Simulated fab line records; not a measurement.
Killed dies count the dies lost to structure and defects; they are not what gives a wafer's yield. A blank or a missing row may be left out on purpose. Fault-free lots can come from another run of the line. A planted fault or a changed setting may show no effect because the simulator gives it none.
Which tool is to blame?    flow gf180mcu    11 lots with 33 wafers sampled at 5 steps, on a route of 602 steps

== WHAT THE GAUGES READ, wafer by wafer ==
GF_HV_LDD_CD_MEAS_19 targets a cd of 400 nm. Usual: cdNm at 401.1 nm, with a standard deviation of 2.1.
lot   measured      on        cdNm (nm)          flag
L969  day 11 14:56  cdSem-01  404.2 403.3 402.9  
L971  day 11 23:00  cdSem-01  401.3 399.8 399.2  
L972  day 12 06:25  cdSem-02  399.8 401.0 401.3  
L978  day 14 00:37  cdSem-02  398.3 397.7 398.5  
L979  day 14 09:01  cdSem-01  399.1 401.7 398.4  
L980  day 14 13:23  cdSem-01  403.6 401.1 401.3  
L986  day 16 13:56  cdSem-02  408.2 409.4 410.4  OFF
L987  day 16 17:42  cdSem-02  401.5 401.9 404.6  
L988  day 17 04:11  cdSem-01  411.9 410.0 409.9  OFF
L990  day 17 16:13  cdSem-02  400.1 401.0 399.9  
L991  day 17 22:49  cdSem-01  400.4 398.6 398.5  

GF_CONTACT_OVL_MEAS_15. Usual: CONTACT_OVL gives 4 nm (standard deviation 5.7).
lot   measured      on          CONTACT_OVL (nm)  flag
L969  day 17 02:31  overlay-02  4 8 3             
L971  day 17 11:05  overlay-02  6 -2 4            
L972  day 17 21:58  overlay-01  4 0 11            
L978  day 19 23:13  overlay-02  2 1 -8            
L979  day 20 09:43  overlay-01  10 4 6            
L980  day 20 12:34  overlay-01  7 10 9            
L986  day 22 18:20  overlay-02  13 13 15          
L987  day 22 23:52  overlay-02  -1 9 -3           
L988  day 23 11:12  overlay-01  12 10 9           
L990  day 23 21:44  overlay-02  0 7 4             
L991  day 24 03:41  overlay-01  -4 7 -8           

== EACH LOT AND THE TOOL THAT RAN IT (in order: tool; ch and the chambers of the sampled wafers; start) ==
lot   GF_HV_LDD_COAT_14                 GF_HV_LDD_STRIP_22                   GF_PSD_STRIP_10
L969  lithoTrack-02 ch 0, day 11 05:11  plasmaAsher-04 ch 0,1, day 11 15:13  plasmaAsher-04 ch 0,1, day 15 04:59
L971  lithoTrack-04 ch 0, day 11 13:13  plasmaAsher-04 ch 0,1, day 11 23:17  plasmaAsher-04 ch 0,1, day 15 12:12
L972  lithoTrack-02 ch 0, day 11 21:07  plasmaAsher-04 ch 0,1, day 12 06:43  plasmaAsher-02 ch 0,1, day 15 21:55
L978  lithoTrack-03 ch 0, day 13 14:32  plasmaAsher-02 ch 0,1, day 14 00:55  plasmaAsher-01 ch 0,1, day 17 20:10
L979  lithoTrack-02 ch 0, day 13 22:49  plasmaAsher-03 ch 0,1, day 14 09:19  plasmaAsher-02 ch 0,1, day 18 06:58
L980  lithoTrack-04 ch 0, day 14 02:50  plasmaAsher-04 ch 0,1, day 14 13:42  plasmaAsher-02 ch 0,1, day 18 10:22
L986  lithoTrack-04 ch 0, day 16 03:11  plasmaAsher-02 ch 0,1, day 16 14:14  plasmaAsher-01 ch 0,1, day 20 17:16
L987  lithoTrack-02 ch 0, day 16 06:32  plasmaAsher-04 ch 0,1, day 16 17:59  plasmaAsher-01 ch 0,1, day 20 22:31
L988  lithoTrack-04 ch 0, day 16 16:41  plasmaAsher-02 ch 0,1, day 17 04:29  plasmaAsher-02 ch 0,1, day 21 09:58
L990  lithoTrack-02 ch 0, day 17 04:52  plasmaAsher-02 ch 0,1, day 17 16:31  plasmaAsher-01 ch 0,1, day 21 21:32
L991  lithoTrack-02 ch 0, day 17 11:20  plasmaAsher-03 ch 0,1, day 17 23:05  plasmaAsher-01 ch 0, day 22 03:31
- GF_HV_LDD_COAT_14: resist thk 1000 nm.
- GF_HV_LDD_STRIP_22: strips in O2/N2.
- GF_PSD_STRIP_10: strips in O2/N2.

== WHAT THE TOOLS THEMSELVES READ (means of the sampled wafers that have a number; where no wafer has one, the mark that the record gives instead) ==
GF_HV_LDD_COAT_14. Usual: chillPlateTempC 23.01 C, standard deviation 0.12; exhaustPa 44.9 Pa, standard deviation 1.1; resistLineTempC 22.97 C, standard deviation 0.12; spinSpeedRpm 3000.0 rpm, standard deviation 2.
lot   tool           chillPlateTempC (C)  exhaustPa (Pa)  resistLineTempC (C)  spinSpeedRpm (rpm)  flag
L969  lithoTrack-02  22.99                44.0            23.08                3000.4              
L971  lithoTrack-04  23.17                45.9            22.93                3000.4              
L972  lithoTrack-02  23.07                45.7            23.02                3001.0              
L978  lithoTrack-03  22.85                46.2            23.06                2998.8              
L979  lithoTrack-02  22.91                44.5            22.88                2999.8              
L980  lithoTrack-04  22.97                45.3            23.18                2999.5              
L986  lithoTrack-04  23.00                46.1            22.89                3569.4              OFF
L987  lithoTrack-02  23.06                43.7            22.84                2999.2              
L988  lithoTrack-04  22.95                45.1            22.93                3567.5              OFF
L990  lithoTrack-02  23.25                45.4            22.94                3001.5              
L991  lithoTrack-02  23.17                45.8            23.00                2999.6              

GF_HV_LDD_STRIP_22. Usual: drypumpMotorCurrentA 5.8 A, standard deviation 0.49; heaterPowerW 340 W, standard deviation 46; oesProductAu 0.716 a.u., standard deviation 0.005; stripTimeToEndpointS 12.63 s, standard deviation 0.038.
lot   tool            drypumpMotorCurrentA (A)  heaterPowerW (W)  oesProductAu (a.u.)  stripTimeToEndpointS (s)  flag
L969  plasmaAsher-04  5.2                       349               0.713                12.61                     
L971  plasmaAsher-04  5.3                       393               0.718                12.65                     
L972  plasmaAsher-04  5.3                       392               0.717                12.60                     
L978  plasmaAsher-02  6.1                       325               0.707                12.62                     
L979  plasmaAsher-03  5.8                       330               0.715                12.66                     
L980  plasmaAsher-04  5.3                       391               0.714                12.68                     
L986  plasmaAsher-02  6.1                       322               0.716                11.62                     OFF
L987  plasmaAsher-04  5.3                       392               0.718                12.60                     
L988  plasmaAsher-02  6.2                       320               0.716                11.65                     OFF
L990  plasmaAsher-02  6.1                       321               0.713                12.58                     
L991  plasmaAsher-03  5.9                       334               0.715                12.59                     

GF_PSD_STRIP_10. Usual: drypumpMotorCurrentA 5.8 A, standard deviation 0.34; heaterPowerW 323 W, standard deviation 36; oesProductAu 0.592 a.u., standard deviation 0.0048; stripTimeToEndpointS 16.53 s, standard deviation 0.036.
lot   tool            drypumpMotorCurrentA (A)  heaterPowerW (W)  oesProductAu (a.u.)  stripTimeToEndpointS (s)  flag
L969  plasmaAsher-04  5.3                       344               0.591                16.52                     
L971  plasmaAsher-04  5.2                       345               0.593                16.49                     
L972  plasmaAsher-02  6.2                       321               0.593                16.54                     
L978  plasmaAsher-01  5.7                       300               0.593                16.54                     
L979  plasmaAsher-02  6.1                       321               0.594                16.55                     
L980  plasmaAsher-02  6.1                       319               0.596                16.49                     
L986  plasmaAsher-01  5.7                       303               0.589                16.46                     
L987  plasmaAsher-01  5.9                       295               0.591                16.55                     
L988  plasmaAsher-02  6.1                       323               0.592                16.56                     
L990  plasmaAsher-01  5.7                       310               0.593                16.53                     
L991  plasmaAsher-01  6.0                       302               0.588                16.54                     

== THE ANSWER, worked out from the rows above alone ==
Rule: a lot counts as off when the mean over its wafers that have a number is more than 3 standard deviations away from the usual mean. Also off: a lot with no number at a reading for which 4 or more lots have one. Where the step has rows for the other lots, those lots are counted as sound. First the gauges in route order, then the tools' own readings, where a lot's mean is used as printed above. At the first step where some lot is off, the reading lying furthest off is the one used; lots without a number count as furthest.
Off, at GF_HV_LDD_CD_MEAS_19 on cdNm: L986, L988.
If a tool, at a process step before that reading, ran all the lots that are off and no sound lot after the first of them, it fits. The gauges at GF_HV_LDD_CD_MEAS_19 aren't tried: what is off there is off at GF_HV_LDD_COAT_14 too, on other tools, and a gauge's error can't cause that. One fits: lithoTrack-04 at GF_HV_LDD_COAT_14. A fault onset in the window from L980 (day 14 02:50, its last sound lot) to L986 (day 16 03:11, its first lot off) fits.
The tool's own readings at GF_HV_LDD_COAT_14 bear it out: on the lots that are off they differ by more than 5 times the standard deviation of the sound lots' means. spinSpeedRpm reads 3568.4 rpm there against 3000.0 rpm on the sound lots.

== WHAT THE SIMULATOR PUT IN ==
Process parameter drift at GF_HV_LDD_COAT_14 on lithoTrack-04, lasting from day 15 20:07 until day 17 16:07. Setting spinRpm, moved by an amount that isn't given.
Lots struck among those shown: L986, L988. This agrees with what the rule above found.
